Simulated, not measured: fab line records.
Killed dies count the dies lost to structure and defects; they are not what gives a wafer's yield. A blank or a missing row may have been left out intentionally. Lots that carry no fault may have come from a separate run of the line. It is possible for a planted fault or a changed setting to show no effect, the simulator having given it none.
A single fault, viewed from 2 desks | flow sky130 | what lay behind the numbers comes last; until then each desk has only its own

## AT THE METROLOGY DESK
Lot by lot, what the gauges showed, no matter which tool ran the lot: averages of those sampled wafers that carry a number. Any lot whose mean is over 4 standard deviations away from the usual mean is out of limits and marked OUT; that distance is given in the brackets.
Columns: A = POLY_GATE_TW at SKY_RES_PROTECT_TW_MEAS_08, usual 4026; B = POLY_GATE_CVD_03_THK at SKY_POLY_GATE_THK_MEAS_04, usual 74.9 nm; C = cd nm at SKY_POLY_GATE_CD_MEAS_13, usual 150.1 nm
lot  | first seen here | A    | B    | C
L697 | day 15 14:44    | 4023 | 74.9 | 151.9
L704 | day 18 08:57    | 4030 | 75.3 | 151.0
L706 | day 18 22:58    | 3978 | 75.9 | 151.4
L708 | day 20 04:39    | 3995 | 74.2 | 150.8
L715 | day 22 15:35    | 4017 | 75.2 | 150.1
L718 | day 23 04:05    | 4027 | 75.5 | 149.9
This desk found nothing out of limits on any of the 6 lots.

## FOR THE TOOL OWNER'S DESK: litho track-01
The tool's own readings at SKY_POLY_GATE_SOFTBAKE_09 (time 90 s): means of the sampled wafers that have a number, for each lot that ran on this tool. Any lot whose mean is over 4 standard deviations away from the usual mean is out of limits and marked OUT; that distance is given in the brackets.
Columns: A = heater power total W at SKY_POLY_GATE_SOFTBAKE_09, usual 57.36 W; B = plate temp C at SKY_POLY_GATE_SOFTBAKE_09, usual 99.97 C
lot  | first seen here | A               | B
L697 | day 16 10:00    | 57.31           | 100.10
L704 | day 19 02:00    | 53.48 (-35) OUT | 94.89 (-46) OUT
L706 | day 19 17:00    | 53.34 (-37) OUT | 94.84 (-47) OUT
Finding of this desk: L704, L706 out of limits; the first was L704 at day 19 02:00, on heater power total W at SKY_POLY_GATE_SOFTBAKE_09. L697: within limits.

## TAKEN TOGETHER
At day 19 02:00, on L704, L706, the tool owner's desk was in a position to raise an alarm.
At the metrology desk, nothing out of limits was observed.
The metrology desk holds a record of L704, L706, inside its limits.
On litho track-01, each named lot ran SKY_POLY_GATE_SOFTBAKE_09.

## WHAT WAS PUT IN BY THE SIMULATOR
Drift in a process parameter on litho track-01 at SKY_POLY_GATE_SOFTBAKE_09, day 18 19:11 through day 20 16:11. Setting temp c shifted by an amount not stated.
Struck lots among those shown: L704, L706.
Delay in hours, fault start to first out-of-limits reading, by desk: the tool owner's desk at 7.
